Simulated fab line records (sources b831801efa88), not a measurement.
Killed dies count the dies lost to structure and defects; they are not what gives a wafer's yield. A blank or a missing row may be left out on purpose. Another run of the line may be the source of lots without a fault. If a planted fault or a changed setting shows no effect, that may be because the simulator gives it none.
Which tool is to blame? :: flow gf180mcu :: Sampling: 14 lots, 39 wafers, 5 of 602 route steps

== WHAT THE GAUGES SHOWED, per wafer ==
GF_PSD_RS_MEAS_14: measurement is done with a four-point probe.
lot: L715
measured: day 13 17:29
on: filmMetro-02
NSD_RS (ohm/sq): 46.14 46.16 46.19

lot: L716
measured: day 14 21:21
on: filmMetro-01
NSD_RS (ohm/sq): 46.15 45.96 46.07

lot: L717
measured: day 15 13:02
on: filmMetro-02
NSD_RS (ohm/sq): 45.96 46.14 46.14

lot: L718
measured: day 15 14:20
on: filmMetro-03
NSD_RS (ohm/sq): 46.05 46.02 46.23

lot: L720
measured: day 16 15:50
on: filmMetro-01
NSD_RS (ohm/sq): 46.14 46.20 46.06

lot: L722
measured: day 16 20:58
on: filmMetro-01
NSD_RS (ohm/sq): 46.13 45.99 45.97

lot: L721
measured: day 16 21:56
on: filmMetro-03
NSD_RS (ohm/sq): 46.13 46.26 46.20

lot: L724
measured: day 17 13:44
on: filmMetro-02
NSD_RS (ohm/sq): 46.17 46.25 46.19

lot: L726
measured: day 18 15:49
on: filmMetro-01
NSD_RS (ohm/sq): 46.08 46.06 46.05

lot: L728
measured: day 18 19:41
on: filmMetro-01
NSD_RS (ohm/sq): 46.03 46.03 45.94

lot: L727
measured: day 18 22:07
on: filmMetro-01
NSD_RS (ohm/sq): 46.10 46.13 46.29

lot: L730
measured: day 20 00:56
on: filmMetro-03
NSD_RS (ohm/sq): 43.53 46.12

lot: L733
measured: day 20 22:58
on: filmMetro-03
NSD_RS (ohm/sq): 46.05 43.60

lot: L734
measured: day 21 01:50
on: filmMetro-03
NSD_RS (ohm/sq): 43.60 46.07

GF_PSD_RS_MEAS_15: measurement is done with a four-point probe.
lot: L715
measured: day 13 17:36
on: filmMetro-02
PSD_RS (ohm/sq): 108.31 108.50 108.40

lot: L716
measured: day 14 21:28
on: filmMetro-01
PSD_RS (ohm/sq): 108.40 108.46 108.37

lot: L717
measured: day 15 13:09
on: filmMetro-02
PSD_RS (ohm/sq): 108.43 108.43 108.60

lot: L718
measured: day 15 14:27
on: filmMetro-03
PSD_RS (ohm/sq): 108.61 108.46 108.43

lot: L720
measured: day 16 15:58
on: filmMetro-01
PSD_RS (ohm/sq): 108.63 108.67 108.33

lot: L722
measured: day 16 21:05
on: filmMetro-01
PSD_RS (ohm/sq): 108.44 108.21 108.06

lot: L721
measured: day 16 22:03
on: filmMetro-03
PSD_RS (ohm/sq): 108.65 109.07 109.00

lot: L724
measured: day 17 13:51
on: filmMetro-02
PSD_RS (ohm/sq): 108.53 108.44 108.29

lot: L726
measured: day 18 15:56
on: filmMetro-01
PSD_RS (ohm/sq): 108.48 108.56 108.58

lot: L728
measured: day 18 19:48
on: filmMetro-01
PSD_RS (ohm/sq): 108.18 108.20 108.44

lot: L727
measured: day 18 22:14
on: filmMetro-01
PSD_RS (ohm/sq): 108.58 108.52 108.29

lot: L730
measured: day 20 01:03
on: filmMetro-03
PSD_RS (ohm/sq): 103.41 108.45

lot: L733
measured: day 20 23:05
on: filmMetro-03
PSD_RS (ohm/sq): 108.65 103.55

lot: L734
measured: day 21 01:57
on: filmMetro-03
PSD_RS (ohm/sq): 103.25 108.60

GF_V1_THK_MEAS_25: measures by xrf.
lot: L715
measured: day 17 14:57
on: filmMetro-02
V1_W_THK (nm): 356 350 349

lot: L716
measured: day 19 00:00
on: filmMetro-03
V1_W_THK (nm): 366 360 358

lot: L717
measured: day 19 16:22
on: filmMetro-03
V1_W_THK (nm): 372 361 360

lot: L718
measured: day 19 17:59
on: filmMetro-03
V1_W_THK (nm): 372 363 365

lot: L720
measured: day 20 22:14
on: filmMetro-04
V1_W_THK (nm): 355 354 355

lot: L722
measured: day 21 03:50
on: filmMetro-04
V1_W_THK (nm): 356 354 358

lot: L721
measured: day 21 04:13
on: filmMetro-04
V1_W_THK (nm): 355 352 351

lot: L724
measured: day 21 20:01
on: filmMetro-04
V1_W_THK (nm): 355 358 363

lot: L726
measured: day 22 23:25
on: filmMetro-02
V1_W_THK (nm): 343 354 348

lot: L728
measured: day 23 01:49
on: filmMetro-04
V1_W_THK (nm): 360 364 359

lot: L727
measured: day 23 05:58
on: filmMetro-02
V1_W_THK (nm): 352 348 345

lot: L730
measured: day 24 04:32
on: filmMetro-02
V1_W_THK (nm): 346 352

lot: L733
measured: day 25 00:39
on: filmMetro-03
V1_W_THK (nm): 365 358

lot: L734
measured: day 25 04:14
on: filmMetro-03
V1_W_THK (nm): 356 359

== EACH LOT AND THE TOOL THAT RAN IT (in order: tool; ch and the chambers of the sampled wafers; start) ==
lot: L715
GF_PSD_RTA_13: rtpAnneal-02 ch 0, day 13 17:23
GF_V1_CVD_02: pecvd-02 ch 1,2, day 16 14:17

lot: L716
GF_PSD_RTA_13: rtpAnneal-01 ch 0, day 14 21:16
GF_V1_CVD_02: pecvd-02 ch 0,2, day 17 21:57

lot: L717
GF_PSD_RTA_13: rtpAnneal-01 ch 0, day 15 12:57
GF_V1_CVD_02: pecvd-03 ch 0,1,2, day 18 13:54

lot: L718
GF_PSD_RTA_13: rtpAnneal-01 ch 0, day 15 14:15
GF_V1_CVD_02: pecvd-03 ch 1,2, day 18 15:44

lot: L720
GF_PSD_RTA_13: rtpAnneal-01 ch 0, day 16 15:46
GF_V1_CVD_02: pecvd-02 ch 0,2, day 19 19:34

lot: L722
GF_PSD_RTA_13: rtpAnneal-01 ch 0, day 16 20:52
GF_V1_CVD_02: pecvd-01 ch 1,2, day 20 01:25

lot: L721
GF_PSD_RTA_13: rtpAnneal-01 ch 0, day 16 21:51
GF_V1_CVD_02: pecvd-03 ch 0,1,2, day 20 02:22

lot: L724
GF_PSD_RTA_13: rtpAnneal-01 ch 0, day 17 13:39
GF_V1_CVD_02: pecvd-01 ch 0,1,2, day 20 18:20

lot: L726
GF_PSD_RTA_13: rtpAnneal-01 ch 0, day 18 15:44
GF_V1_CVD_02: pecvd-03 ch 0,1, day 21 21:38

lot: L728
GF_PSD_RTA_13: rtpAnneal-01 ch 0, day 18 19:35
GF_V1_CVD_02: pecvd-03 ch 0,2, day 22 01:00

lot: L727
GF_PSD_RTA_13: rtpAnneal-01 ch 0, day 18 21:59
GF_V1_CVD_02: pecvd-02 ch 0,1,2, day 22 04:32

lot: L730
GF_PSD_RTA_13: rtpAnneal-01 ch 0, day 20 00:51
GF_V1_CVD_02: pecvd-01 ch 0,2, day 23 04:47

lot: L733
GF_PSD_RTA_13: rtpAnneal-01 ch 0, day 20 22:52
GF_V1_CVD_02: pecvd-03 ch 1, day 24 00:34

lot: L734
GF_PSD_RTA_13: rtpAnneal-01 ch 0, day 21 01:45
GF_V1_CVD_02: pecvd-03 ch 0,2, day 24 04:13
- GF_PSD_RTA_13: time 20 s.
- GF_V1_CVD_02: deposits SiO2 from TEOS, target thk 850 nm, time 94.851 s.

== WHAT THE TOOLS THEMSELVES READ (means of the sampled wafers that have a number; where no wafer has one, the mark that the record gives instead) ==
GF_PSD_RTA_13.
lot: L715
tool: rtpAnneal-02
lampPowerPct (%): 34.6
runLengthS (s): 48.6
wafer_temp_C_max: 1029.8

lot: L716
tool: rtpAnneal-01
lampPowerPct (%): 32.3
runLengthS (s): 48.6
wafer_temp_C_max: 1028.8

lot: L717
tool: rtpAnneal-01
lampPowerPct (%): 32.3
runLengthS (s): 48.8
wafer_temp_C_max: 1027.9

lot: L718
tool: rtpAnneal-01
lampPowerPct (%): 32.3
runLengthS (s): 48.6
wafer_temp_C_max: 1028.6

lot: L720
tool: rtpAnneal-01
lampPowerPct (%): 32.3
runLengthS (s): 48.6
wafer_temp_C_max: 1028.0

lot: L722
tool: rtpAnneal-01
lampPowerPct (%): 32.3
runLengthS (s): 48.5
wafer_temp_C_max: 1028.3

lot: L721
tool: rtpAnneal-01
lampPowerPct (%): 32.3
runLengthS (s): 48.4
wafer_temp_C_max: 1028.3

lot: L724
tool: rtpAnneal-01
lampPowerPct (%): 32.3
runLengthS (s): 48.6
wafer_temp_C_max: 1028.7

lot: L726
tool: rtpAnneal-01
lampPowerPct (%): 32.3
runLengthS (s): 48.5
wafer_temp_C_max: 1028.2

lot: L728
tool: rtpAnneal-01
lampPowerPct (%): 32.3
runLengthS (s): 48.7
wafer_temp_C_max: 1029.0

lot: L727
tool: rtpAnneal-01
lampPowerPct (%): 32.3
runLengthS (s): 48.6
wafer_temp_C_max: 1028.7

lot: L730
tool: rtpAnneal-01
lampPowerPct (%): 32.2
runLengthS (s): 55.0
wafer_temp_C_max: 1027.8

lot: L733
tool: rtpAnneal-01
lampPowerPct (%): 32.2
runLengthS (s): 54.9
wafer_temp_C_max: 1029.2

lot: L734
tool: rtpAnneal-01
lampPowerPct (%): 32.3
runLengthS (s): 54.8
wafer_temp_C_max: 1027.8

GF_V1_CVD_02.
lot: L715
tool: pecvd-02
heaterPowerW (W): 632

lot: L716
tool: pecvd-02
heaterPowerW (W): 658

lot: L717
tool: pecvd-03
heaterPowerW (W): 694

lot: L718
tool: pecvd-03
heaterPowerW (W): 647

lot: L720
tool: pecvd-02
heaterPowerW (W): 639

lot: L722
tool: pecvd-01
heaterPowerW (W): 653

lot: L721
tool: pecvd-03
heaterPowerW (W): 731

lot: L724
tool: pecvd-01
heaterPowerW (W): 601

lot: L726
tool: pecvd-03
heaterPowerW (W): 714

lot: L728
tool: pecvd-03
heaterPowerW (W): 734

lot: L727
tool: pecvd-02
heaterPowerW (W): 643

lot: L730
tool: pecvd-01
heaterPowerW (W): 665

lot: L733
tool: pecvd-03
heaterPowerW (W): 660

lot: L734
tool: pecvd-03
heaterPowerW (W): 779

== THE ANSWER, worked out from the rows above alone ==
Rule: usual is defined by the lots themselves. Put in order of their means at a reading, lots are off if they are a third of the lots or fewer, leave a main group of 4 or more, and stand apart from it by a gap of 3 or more times the standard deviation of the main group's means; of several such gaps the widest counts. Not used: any main group whose means are identical at the precision the tables above print for the reading. Also off: a lot with no number at a reading for which 4 or more lots have one. The other lots that the step has rows for count as sound. After the gauges, taken in route order, come the tools' own readings; for these a lot's mean is taken, as printed above. The first step at which some lot is off is used, and at that step the reading that is off furthest; a lot without a number counts as furthest.
Off: L730, L733, L734, at GF_PSD_RS_MEAS_14 (NSD_RS). The main group: mean 46.11 ohm/sq, standard deviation 0.066.
If a tool, at a process step before that reading, ran all the lots that are off and no sound lot after the first of them, it fits. The gauges at GF_PSD_RS_MEAS_14 aren't tried: what is off there is off at GF_PSD_RTA_13 too, on other tools, and a gauge's error can't cause that. One candidate fits, namely rtpAnneal-01 at GF_PSD_RTA_13. Its last sound lot is L727 (day 18 21:59), its first lot that is off L730 (day 20 00:51): a fault that began between those two fits.
On the lots that are off, the tool's own readings at GF_PSD_RTA_13 differ by more than 5 times the standard deviation of the sound lots' means, which bears it out; runLengthS reads 54.9 s there versus 48.6 s on the sound lots.

== WHAT THE SIMULATOR HAD INSERTED ==
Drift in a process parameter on rtpAnneal-01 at GF_PSD_RTA_13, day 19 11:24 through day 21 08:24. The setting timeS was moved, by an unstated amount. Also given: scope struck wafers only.
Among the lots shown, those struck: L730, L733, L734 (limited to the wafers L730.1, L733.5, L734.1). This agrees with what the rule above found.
